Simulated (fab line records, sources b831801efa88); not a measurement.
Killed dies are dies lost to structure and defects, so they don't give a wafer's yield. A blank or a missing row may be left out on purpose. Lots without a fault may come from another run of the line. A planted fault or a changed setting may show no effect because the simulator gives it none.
Problem report in the 8D (eight disciplines) form, filled by code | flow sky130 | the parts of the form that need people (team, actions taken, sign-off) are left out

1. THE PROBLEM
CONTACT_HDPCVD_THK at SKY_CONTACT_THK_MEAS_03 reads a mean of 179 nm on 1 wafer of 1 lot; wafers without a fault read 566 nm with a standard deviation of 5.8. That is -67 standard deviations from the usual mean.
First seen on wafer L730.5, day 35 10:05, on film_metro-03. The record holds 39 wafers of 13 lots with a number at this step. Rule for "out", or "out of limits": more than 4 standard deviations from the usual mean. The other wafers with a number count as sound.

2. WHAT IT IS AND WHAT IT IS NOT
question                    | is                 | is not
which readings at this step | CONTACT_HDPCVD_THK | -
which lots                  | L730               | L716, L718, L720, L722, L723, L724, L725, L726, L732, L735, L736, L738
which wafers of those lots  | L730.5             | L730.2, L730.6
read on which gauges        | film_metro-03      | film_metro-02, film_metro-04
when                        | from day 35 10:05  | up to then (26 sound wafers); but 12 sound wafers of L732, L735, L736, L738 came after

3. SUSPECTS, AND WHAT RULES EACH OUT
Counting: a tool at a process step up to the reading stays a suspect if it ran every lot that is out. Sound lots after the first of them don't rule it out here, since some wafers of a struck lot are sound.
- the gauge at SKY_CONTACT_THK_MEAS_03: ruled out. All the wafers that are out were read on film_metro-03, but those of them that SKY_CONTACT_CMP_04 has rows for are out there too, on other tools.
- rie_diel-02 at SKY_SPACER_ETCHBACK_02 (etches Si3N4 in CH3F/O2, stops on SiO2, time 46.7 s, target depth 45 nm): kept. It ran the lot that is out, L730 (day 28 09:32); its last sound lot up to then is L724 (day 26 08:02).
- hdpcvd-01 at SKY_CONTACT_HDPCVD_02 (deposits SiO2, target thk 565 nm, time 94.2 s): kept. It ran the lot that is out, L730 (day 35 10:01); its last sound lot up to then is L726 (day 34 01:02).
- Within rie_diel-02 at SKY_SPACER_ETCHBACK_02: the wafers that are out ran in chamber 2; their sound lot-mates ran in chambers 1, 3.
Left after counting: rie_diel-02 at SKY_SPACER_ETCHBACK_02, hdpcvd-01 at SKY_CONTACT_HDPCVD_02.

4. THE CAUSE (what the simulator had put in)
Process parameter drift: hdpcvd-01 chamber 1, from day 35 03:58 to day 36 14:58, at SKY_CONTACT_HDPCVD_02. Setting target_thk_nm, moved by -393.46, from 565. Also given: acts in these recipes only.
Counting left 2 suspects, and this tool is among them.

5. THE CHAIN OF EFFECTS, in route order
Each row: a reading whose mean over the struck wafers that have a number lies more than 3 standard deviations from the usual. Only readings for which the record gives a usual standard deviation are gone through. hours: the time from each lot's start at the first step in this table that gives one to its start at this step, as a median over the lots. sigmas: the change in usual standard deviations.
hours | step                    | reading            | usual      | on struck wafers | change | sigmas
0     | SKY_CONTACT_THK_MEAS_03 | CONTACT_HDPCVD_THK | 566 nm     | 179              | -387   | -67
0     | SKY_CONTACT_CMP_04      | time_to_endpoint_s | 82 s       | 30               | -52    | -11
27    | SKY_CONTACT_ETCH_17     | oes_product_au     | 0.892 a.u. | 0.646            | -0.246 | -51
The process steps in it:
- SKY_CONTACT_CMP_04: polishes SiO2.
- SKY_CONTACT_ETCH_17: etches SiO2 in C4F8/O2/Ar, stops on Si3N4, target depth 340 nm.
Later measuring or inspecting steps at which every struck wafer that the step has a row for has a number for every such reading, and none has moved that far: SKY_CONTACT_OVL_MEAS_15.

6. WHAT WOULD HAVE CAUGHT IT SOONER
In this record the first reading out of limits at a measuring or inspecting step was taken at day 35 10:05, 6 hours after the fault began at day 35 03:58.
All the lots that are out (1) had begun SKY_CONTACT_HDPCVD_02 on hdpcvd-01 by day 35 10:05. A hold on the tool at that time would have spared none of them.
